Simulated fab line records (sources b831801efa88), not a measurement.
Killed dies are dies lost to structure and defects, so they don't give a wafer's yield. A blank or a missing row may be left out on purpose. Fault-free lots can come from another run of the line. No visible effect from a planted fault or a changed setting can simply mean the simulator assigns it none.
Which tool did it? || flow sky130 || Sampling: 12 lots, 36 wafers, 2 of 708 route steps

WHAT EACH GAUGE READ, for each wafer
SKY_LI_CONTACT_THK_MEAS_23: measures by xrf. Usual: LI_CONTACT_W_THK gives 406 nm (standard deviation 6.3).
{"lot": "L951", "measured": "day 29 10:47", "on": "film_metro-04", "LI_CONTACT_W_THK (nm)": "408 401 407", "flag": ""}
{"lot": "L952", "measured": "day 29 20:43", "on": "film_metro-02", "LI_CONTACT_W_THK (nm)": "413 409 408", "flag": ""}
{"lot": "L958", "measured": "day 32 05:27", "on": "film_metro-01", "LI_CONTACT_W_THK (nm)": "401 395 403", "flag": ""}
{"lot": "L961", "measured": "day 33 07:07", "on": "film_metro-02", "LI_CONTACT_W_THK (nm)": "412 411 412", "flag": ""}
{"lot": "L962", "measured": "day 33 19:16", "on": "film_metro-02", "LI_CONTACT_W_THK (nm)": "413 417 408", "flag": ""}
{"lot": "L964", "measured": "day 34 04:16", "on": "film_metro-01", "LI_CONTACT_W_THK (nm)": "410 399 398", "flag": ""}
{"lot": "L969", "measured": "day 35 14:54", "on": "film_metro-04", "LI_CONTACT_W_THK (nm)": "412 409 406", "flag": ""}
{"lot": "L970", "measured": "day 35 18:04", "on": "film_metro-01", "LI_CONTACT_W_THK (nm)": "411 406 407", "flag": ""}
{"lot": "L971", "measured": "day 36 02:31", "on": "film_metro-01", "LI_CONTACT_W_THK (nm)": "403 404 398", "flag": ""}
{"lot": "L972", "measured": "day 36 06:28", "on": "film_metro-02", "LI_CONTACT_W_THK (nm)": "406 408 403", "flag": ""}
{"lot": "L973", "measured": "day 36 13:28", "on": "film_metro-02", "LI_CONTACT_W_THK (nm)": "401 411 407", "flag": ""}
{"lot": "L974", "measured": "day 37 05:14", "on": "film_metro-01", "LI_CONTACT_W_THK (nm)": "399 410 403", "flag": ""}

WHICH TOOL RAN EACH LOT (tool, then ch and the chambers of the sampled wafers, then the start)
{"lot": "L951", "SKY_LI_CONTACT_CVD_21": "cvd_w-01 ch 0,1, day 29 10:33"}
{"lot": "L952", "SKY_LI_CONTACT_CVD_21": "cvd_w-02 ch 0,1, day 29 20:28"}
{"lot": "L958", "SKY_LI_CONTACT_CVD_21": "cvd_w-01 ch 0, day 32 05:12"}
{"lot": "L961", "SKY_LI_CONTACT_CVD_21": "cvd_w-02 ch 0,1, day 33 06:53"}
{"lot": "L962", "SKY_LI_CONTACT_CVD_21": "cvd_w-02 ch 0,1, day 33 19:01"}
{"lot": "L964", "SKY_LI_CONTACT_CVD_21": "cvd_w-02 ch 0,1, day 34 04:02"}
{"lot": "L969", "SKY_LI_CONTACT_CVD_21": "cvd_w-02 ch 0,1, day 35 14:39"}
{"lot": "L970", "SKY_LI_CONTACT_CVD_21": "cvd_w-01 ch 0,1, day 35 17:50"}
{"lot": "L971", "SKY_LI_CONTACT_CVD_21": "cvd_w-01 ch 0,1, day 36 02:16"}
{"lot": "L972", "SKY_LI_CONTACT_CVD_21": "cvd_w-01 ch 0,1, day 36 06:13"}
{"lot": "L973", "SKY_LI_CONTACT_CVD_21": "cvd_w-01 ch 0,1, day 36 13:13"}
{"lot": "L974", "SKY_LI_CONTACT_CVD_21": "cvd_w-01 ch 0,1, day 37 05:01"}
- SKY_LI_CONTACT_CVD_21: deposits W, target thk 400 nm, time 120.56 s.

AS READ BY THE TOOLS THEMSELVES (means over the sampled wafers that have a number; for cases with no such wafer, the mark the record gives instead)
SKY_LI_CONTACT_CVD_21. Usual: heater_power_outer_w 578 W, standard deviation 50; heater_power_w 919 W, standard deviation 110.
{"lot": "L951", "tool": "cvd_w-01", "heater_power_outer_w (W)": 552, "heater_power_w (W)": 840, "flag": ""}
{"lot": "L952", "tool": "cvd_w-02", "heater_power_outer_w (W)": 613, "heater_power_w (W)": 1044, "flag": ""}
{"lot": "L958", "tool": "cvd_w-01", "heater_power_outer_w (W)": 610, "heater_power_w (W)": 921, "flag": ""}
{"lot": "L961", "tool": "cvd_w-02", "heater_power_outer_w (W)": 593, "heater_power_w (W)": 990, "flag": ""}
{"lot": "L962", "tool": "cvd_w-02", "heater_power_outer_w (W)": 612, "heater_power_w (W)": 1027, "flag": ""}
{"lot": "L964", "tool": "cvd_w-02", "heater_power_outer_w (W)": 616, "heater_power_w (W)": 1039, "flag": ""}
{"lot": "L969", "tool": "cvd_w-02", "heater_power_outer_w (W)": 579, "heater_power_w (W)": 1001, "flag": ""}
{"lot": "L970", "tool": "cvd_w-01", "heater_power_outer_w (W)": 586, "heater_power_w (W)": 891, "flag": ""}
{"lot": "L971", "tool": "cvd_w-01", "heater_power_outer_w (W)": 585, "heater_power_w (W)": 889, "flag": ""}
{"lot": "L972", "tool": "cvd_w-01", "heater_power_outer_w (W)": 557, "heater_power_w (W)": 839, "flag": ""}
{"lot": "L973", "tool": "cvd_w-01", "heater_power_outer_w (W)": 547, "heater_power_w (W)": 841, "flag": ""}
{"lot": "L974", "tool": "cvd_w-01", "heater_power_outer_w (W)": 581, "heater_power_w (W)": 878, "flag": ""}

THE ANSWER, worked out from the rows above alone
Rule: take the mean of a lot's wafers that have a number; if it is more than 3 standard deviations from the usual mean, the lot is off. Also off: a lot with no number at a reading for which 4 or more lots have one. Any other lot the step has rows for is counted as sound. After the gauges, taken in route order, come the tools' own readings; for these a lot's mean is taken, as printed above. At the first step where some lot is off, the reading lying furthest off is the one used; lots without a number count as furthest.
None of the lots is off at any reading shown; this tells nothing.

WHAT THE SIMULATOR HAD PUT IN
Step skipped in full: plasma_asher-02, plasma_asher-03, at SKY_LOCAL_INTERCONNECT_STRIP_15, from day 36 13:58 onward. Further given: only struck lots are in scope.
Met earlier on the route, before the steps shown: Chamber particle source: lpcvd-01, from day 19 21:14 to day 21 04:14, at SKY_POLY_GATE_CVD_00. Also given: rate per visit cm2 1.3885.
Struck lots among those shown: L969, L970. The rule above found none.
